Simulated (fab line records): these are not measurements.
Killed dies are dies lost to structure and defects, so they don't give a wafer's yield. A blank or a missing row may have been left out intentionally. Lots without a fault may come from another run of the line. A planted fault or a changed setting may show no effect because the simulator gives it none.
One fault seen from 2 desks	flow gf180mcu	what lay behind the numbers comes last; until then each desk has only its own

FOR THE TOOL OWNER'S DESK: pvdSputter-02
The tool's own readings at GF_V2_SPUTTER_21 (material Ti, target thk 15 nm, time 80.02 s): means of the sampled wafers that have a number, for each lot that ran on this tool. A lot is out of limits, marked OUT, if its mean lies more than 4 standard deviations from the usual mean; the brackets give that distance.
Columns: A = throttleValvePct at GF_V2_SPUTTER_21, usual 30.3 %
lot	first seen here	A
L421	day 24 16:20	29.5
L427	day 26 10:05	31.2
L428	day 26 13:58	30.9
This desk's finding: nothing out of limits on any of the 3 lots.

FROM THE METROLOGY DESK
What the gauges read for every lot (on any tool): the sampled wafers with a number, averaged. A lot is out of limits, marked OUT, if its mean lies more than 4 standard deviations from the usual mean; the brackets give that distance.
Columns: A = cdNm at GF_V2_CD_MEAS_14, usual 259.8 nm; B = V2_OVL at GF_V2_OVL_MEAS_15, usual -3 nm
lot	first seen here	A	B
L415	day 22 03:17	259.0	-4
L421	day 24 15:34	258.5	2
L427	day 26 09:18	259.7	2
L428	day 26 13:10	261.5	2
L429	day 26 23:14	261.2	-6
L433	day 27 19:30	258.6	-5
This desk's finding: nothing out of limits on any of the 6 lots.

BROUGHT TOGETHER
The desk of the tool owner found nothing out of limits.
The metrology desk saw nothing out of limits.

WHAT THE SIMULATOR PUT IN
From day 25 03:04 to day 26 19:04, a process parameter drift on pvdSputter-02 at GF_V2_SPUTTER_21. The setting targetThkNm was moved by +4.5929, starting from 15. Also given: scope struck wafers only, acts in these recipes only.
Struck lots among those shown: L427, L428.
